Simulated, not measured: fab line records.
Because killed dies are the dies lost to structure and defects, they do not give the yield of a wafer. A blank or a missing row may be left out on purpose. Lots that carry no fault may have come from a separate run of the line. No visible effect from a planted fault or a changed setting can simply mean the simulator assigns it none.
Which tool did it? / flow gf180mcu / 13 lots with 39 wafers sampled at 3 steps, on a route of 602 steps

## WHAT EACH GAUGE READ, for each wafer
GF_NSD_CD_MEAS_07: the cd target is 400 nm.
lot=L398; measured=day 13 09:47; on=cdSem-02; cdNm (nm)=398.0 398.1 396.0
lot=L401; measured=day 14 09:40; on=cdSem-01; cdNm (nm)=401.5 401.4 402.2
lot=L402; measured=day 14 14:59; on=cdSem-02; cdNm (nm)=399.9 401.5 403.5
lot=L403; measured=day 15 00:05; on=cdSem-01; cdNm (nm)=398.4 397.2 398.5
lot=L405; measured=day 15 13:27; on=cdSem-02; cdNm (nm)=400.9 402.4 401.7
lot=L406; measured=day 16 02:16; on=cdSem-01; cdNm (nm)=399.5 399.1 399.8
lot=L407; measured=day 16 09:41; on=cdSem-01; cdNm (nm)=399.7 400.5 399.0
lot=L409; measured=day 17 02:14; on=cdSem-02; cdNm (nm)=400.3 401.9 402.1
lot=L410; measured=day 17 16:40; on=cdSem-02; cdNm (nm)=403.0 399.6 397.6
lot=L417; measured=day 20 00:47; on=cdSem-02; cdNm (nm)=402.1 404.0 403.0
lot=L418; measured=day 20 07:32; on=cdSem-02; cdNm (nm)=403.8 404.5 402.6
lot=L419; measured=day 20 18:20; on=cdSem-02; cdNm (nm)=399.2 397.0 398.4
lot=L420; measured=day 20 19:46; on=cdSem-01; cdNm (nm)=399.0 403.4 402.6

GF_SAB_THK_MEAS_01.
lot=L398; measured=day 14 07:16; on=filmMetro-01; SAB_CVD_00_THK (nm)=50.2 50.6 50.9
lot=L401; measured=day 15 07:45; on=filmMetro-04; SAB_CVD_00_THK (nm)=51.1 50.9 51.7
lot=L402; measured=day 15 13:21; on=filmMetro-03; SAB_CVD_00_THK (nm)=50.6 50.0 51.7
lot=L403; measured=day 15 22:41; on=filmMetro-04; SAB_CVD_00_THK (nm)=49.9 51.4 50.5
lot=L405; measured=day 16 12:38; on=filmMetro-03; SAB_CVD_00_THK (nm)=48.9 49.3 50.8
lot=L406; measured=day 17 01:50; on=filmMetro-03; SAB_CVD_00_THK (nm)=50.5 50.0 51.5
lot=L407; measured=day 17 08:53; on=filmMetro-04; SAB_CVD_00_THK (nm)=71.5 69.9 71.8
lot=L409; measured=day 18 02:06; on=filmMetro-01; SAB_CVD_00_THK (nm)=70.0 71.3 71.8
lot=L410; measured=day 18 16:46; on=filmMetro-03; SAB_CVD_00_THK (nm)=50.0 50.2 51.6
lot=L417; measured=day 21 02:04; on=filmMetro-04; SAB_CVD_00_THK (nm)=50.7 51.9 51.7
lot=L418; measured=day 21 09:34; on=filmMetro-04; SAB_CVD_00_THK (nm)=49.9 52.1 50.8
lot=L419; measured=day 21 19:04; on=filmMetro-01; SAB_CVD_00_THK (nm)=49.3 51.2 50.1
lot=L420; measured=day 21 21:13; on=filmMetro-01; SAB_CVD_00_THK (nm)=49.8 48.6 50.8

## EACH LOT AND THE TOOL THAT RAN IT (in order: tool; ch and the chambers of the sampled wafers; start)
lot=L398; GF_SAB_CVD_00=pecvd-02 ch 0,2, day 14 07:14
lot=L401; GF_SAB_CVD_00=pecvd-04 ch 1,2, day 15 07:44
lot=L402; GF_SAB_CVD_00=pecvd-04 ch 1,2, day 15 13:20
lot=L403; GF_SAB_CVD_00=pecvd-04 ch 1,2, day 15 22:40
lot=L405; GF_SAB_CVD_00=pecvd-01 ch 1,2, day 16 12:37
lot=L406; GF_SAB_CVD_00=pecvd-01 ch 1,2, day 17 01:47
lot=L407; GF_SAB_CVD_00=pecvd-01 ch 0,1, day 17 08:52
lot=L409; GF_SAB_CVD_00=pecvd-01 ch 0,1,2, day 18 02:05
lot=L410; GF_SAB_CVD_00=pecvd-04 ch 0,1,2, day 18 16:43
lot=L417; GF_SAB_CVD_00=pecvd-02 ch 1,2, day 21 02:02
lot=L418; GF_SAB_CVD_00=pecvd-04 ch 0,1, day 21 09:31
lot=L419; GF_SAB_CVD_00=pecvd-01 ch 0,1,2, day 21 19:02
lot=L420; GF_SAB_CVD_00=pecvd-04 ch 0,1,2, day 21 21:11
- GF_SAB_CVD_00: deposits SiO2 from TEOS, target thk 50 nm, time 4.9302 s.

## WHAT THE TOOLS THEMSELVES READ (means of the sampled wafers that have a number; where no wafer has one, the mark that the record gives instead)
GF_SAB_CVD_00.
lot=L398; tool=pecvd-02; heaterPowerW (W)=749
lot=L401; tool=pecvd-04; heaterPowerW (W)=662
lot=L402; tool=pecvd-04; heaterPowerW (W)=716
lot=L403; tool=pecvd-04; heaterPowerW (W)=689
lot=L405; tool=pecvd-01; heaterPowerW (W)=679
lot=L406; tool=pecvd-01; heaterPowerW (W)=570
lot=L407; tool=pecvd-01; heaterPowerW (W)=689
lot=L409; tool=pecvd-01; heaterPowerW (W)=639
lot=L410; tool=pecvd-04; heaterPowerW (W)=657
lot=L417; tool=pecvd-02; heaterPowerW (W)=675
lot=L418; tool=pecvd-04; heaterPowerW (W)=591
lot=L419; tool=pecvd-01; heaterPowerW (W)=684
lot=L420; tool=pecvd-04; heaterPowerW (W)=667

## THE ANSWER, worked out from the rows above alone
Rule: usual is defined by the lots themselves. The widest of any qualifying gaps counts: lots, ordered by their means at a reading, are off when they make up no more than a third of the lots, leave a main group of 4 or more, and stand apart from it by 3 or more times the standard deviation of that group's means. A main group whose means are all the same, to the digits that the tables above print for the reading, isn't used. A lot without any number at a reading at which 4 lots or more have one is off too. The other lots that the step has rows for count as sound. After the gauges, taken in route order, come the tools' own readings; for these a lot's mean is taken, as printed above. The first step at which some lot is off is used, and at that step the reading that is off furthest; a lot without a number counts as furthest.
Off: L407, L409, seen at GF_SAB_THK_MEAS_01 (SAB_CVD_00_THK). The main group: mean 50.6 nm, standard deviation 0.52.
If a tool, at a process step before that reading, ran all the lots that are off and no sound lot after the first of them, it fits. Gauges at GF_SAB_THK_MEAS_01: tried the same way as those tools. None of those tried fits.

## WHAT HAD BEEN PUT IN BY THE SIMULATOR
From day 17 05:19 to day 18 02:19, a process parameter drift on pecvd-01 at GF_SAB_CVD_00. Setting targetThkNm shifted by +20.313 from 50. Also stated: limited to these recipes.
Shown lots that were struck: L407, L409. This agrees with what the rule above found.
